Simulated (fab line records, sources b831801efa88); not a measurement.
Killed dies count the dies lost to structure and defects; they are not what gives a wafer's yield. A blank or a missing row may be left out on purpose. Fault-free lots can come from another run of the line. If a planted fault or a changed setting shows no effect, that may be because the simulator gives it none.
8D (eight disciplines) problem report, filled in by code + flow sky130 + the parts of the form that need people (team, actions taken, sign-off) are left out

== 1. WHAT IS WRONG ==
At SKY_PAD_OPEN_PROBE_99, killed_at_contacts averages 70 over 5 wafers from 2 lots, while fault-free wafers read 25, standard deviation 5.4. That is +8.3 standard deviations from the usual mean.
Seen first at day 48 07:35 on prober-01, wafer L350.2. The record has a number at this step for 39 wafers belonging to 13 lots. By rule, "out" or "out of limits" means more than 4 standard deviations away from the usual mean. All remaining wafers that have a number are taken as sound.

== 2. WHAT IT IS, AND WHAT IT ISN'T ==
| question                    | is                                     | is not                                                                                                         |
|-----------------------------|----------------------------------------|----------------------------------------------------------------------------------------------------------------|
| which readings at this step | killed_at_contacts                     | killed_at_M0_to_M3, killed_at_front_end, killed_at_other, killed_open, killed_short                            |
| which lots                  | L350, L351                             | L341, L342, L344, L346, L352, L353, L359, L360, L361, L362, L363                                               |
| which wafers of those lots  | L350.2, L350.4, L350.6, L351.2, L351.5 | L351.6                                                                                                         |
| read on which tools         | prober-01, prober-02                   | -                                                                                                              |
| when                        | from day 48 07:35                      | up to then (12 sound wafers); but 22 sound wafers of L351, L352, L353, L359, L360, L361, L362, L363 came after |

== 3. THE SUSPECTS, EACH WITH WHAT RULES IT OUT ==
Counting: a tool at a process step up to the reading stays a suspect if it ran every lot that is out. Sound lots after the first of them don't rule it out here, since some wafers of a struck lot are sound.
- cvd_w-01 at SKY_LI_CONTACT_CVD_21 (deposits W, target thk 400 nm, time 120.56 s): kept. It ran every lot that is out, first L350 (day 32 11:40); its last sound lot up to then is L344 (day 30 10:46).
- Within cvd_w-01 at SKY_LI_CONTACT_CVD_21: the wafers that are out ran in chamber 0; their sound lot-mates ran in chamber 1.
Remaining after the count: cvd_w-01 at SKY_LI_CONTACT_CVD_21.

== 4. THE CAUSE (what the simulator had put in) ==
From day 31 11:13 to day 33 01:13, cvd_w-01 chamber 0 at SKY_LI_CONTACT_CVD_21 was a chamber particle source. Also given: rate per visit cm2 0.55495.
Only this tool survived the counting.

== 5. SEQUENCE OF EFFECTS, ordered by route ==
One row per reading whose mean, taken over the struck wafers that have a number, lies over 3 standard deviations from the usual. Only readings for which the record gives a usual standard deviation are gone through. hours: the time from each lot's start at the first step in this table that gives one to its start at this step, as a median over the lots. sigmas: the change in usual standard deviations.
| hours | step                  | reading            | usual | on struck wafers | change | sigmas |
|-------|-----------------------|--------------------|-------|------------------|--------|--------|
| 0     | SKY_PAD_OPEN_PROBE_99 | killed_at_contacts | 25    | 70               | +45    | +8.3   |
| 0     | SKY_PAD_OPEN_PROBE_99 | killed_dies        | 85    | 128              | +43    | +4.5   |
Here are the process steps it includes:
- SKY_PAD_OPEN_PROBE_99

== 6. HOW IT WOULD HAVE BEEN CAUGHT EARLIER ==
First out-of-limits reading in this record: day 48 07:35, which is 404 hours after fault onset at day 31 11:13.
Tool readings at SKY_LI_CONTACT_CVD_21 with a usual standard deviation given in the record: none out on any struck wafer, hence no alarm at a limit of 4 standard deviations on them.
All the lots that are out (2) had begun SKY_LI_CONTACT_CVD_21 on cvd_w-01 by day 48 07:35. Tool hold at that time: it would have spared none of them.
